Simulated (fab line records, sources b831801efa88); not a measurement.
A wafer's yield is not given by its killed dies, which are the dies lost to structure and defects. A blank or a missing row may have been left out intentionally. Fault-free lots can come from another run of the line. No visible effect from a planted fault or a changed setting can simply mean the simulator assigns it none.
Which tool did it? -- flow sky130 -- 6 lots with 18 wafers sampled at 4 steps, on a route of 708 steps

## WHAT THE GAUGES SHOWED, per wafer
SKY_VIA2_THK_MEAS_01.
lot,measured,on,VIA2_HDPCVD_THK (nm)
L929,day 35 04:04,film metro-04,1173 1178 1174
L932,day 36 23:18,film metro-02,1183 1192 1183
L935,day 37 11:13,film metro-01,1180 1189 1182
L937,day 38 12:31,film metro-04,1177 1175 1187
L948,day 41 02:53,film metro-04,1178 1189 1178
L950,day 41 19:53,film metro-02,1157 1179 1187

## WHAT TOOL EACH LOT RAN ON (gives the tool, then ch and the chambers of the sampled wafers, and finally the start)
lot,SKY_VIA1_ETCH_15,SKY_METAL2_STRIP_20,SKY_VIA2_HDPCVD_00
L929,"rie diel-02 ch 0,3, day 33 22:22","plasma asher-03 ch 0,1, day 35 03:19","hdpcvd-01 ch 0,1,2, day 35 03:59"
L932,"rie diel-03 ch 0,2,3, day 35 18:50","plasma asher-04 ch 0,1, day 36 22:34","hdpcvd-01 ch 1,2, day 36 23:10"
L935,"rie diel-01 ch 0,2,3, day 36 06:11","plasma asher-03 ch 0,1, day 37 10:30","hdpcvd-01 ch 0,2, day 37 11:06"
L937,"rie diel-01 ch 0,1,3, day 37 08:02","plasma asher-04 ch 0,1, day 38 11:44","hdpcvd-02 ch 1,2, day 38 12:23"
L948,"rie diel-03 ch 1,2,3, day 39 23:29","plasma asher-04 ch 0,1, day 41 02:08","hdpcvd-01 ch 0,1, day 41 02:46"
L950,"rie diel-01 ch 1,2, day 40 17:15","plasma asher-03 ch 0,1, day 41 19:10","hdpcvd-02 ch 1,2, day 41 19:45"
- SKY_VIA1_ETCH_15: etches SiO2 in C4F8/O2/Ar, stops on TiN, target depth 351 nm, time 54 s.
- SKY_METAL2_STRIP_20: strips in O2/N2.
- SKY_VIA2_HDPCVD_00: deposits SiO2, target thk 1180 nm, time 196.7 s.

## THE ANSWER, worked out from the rows above alone
Rule: usual is defined by the lots themselves. Put in order of their means at a reading, lots are off if they are a third of the lots or fewer, leave a main group of 4 or more, and stand apart from it by a gap of 3 or more times the standard deviation of the main group's means; of several such gaps the widest counts. The tables above print the reading to a certain number of digits; a main group whose means all agree to those digits is not used. Also off: a lot with no number at a reading for which 4 or more lots have one. Any other lot the step has rows for is counted as sound.
None of the lots is off at any reading shown; this tells nothing.

## WHAT WAS PUT IN BY THE SIMULATOR
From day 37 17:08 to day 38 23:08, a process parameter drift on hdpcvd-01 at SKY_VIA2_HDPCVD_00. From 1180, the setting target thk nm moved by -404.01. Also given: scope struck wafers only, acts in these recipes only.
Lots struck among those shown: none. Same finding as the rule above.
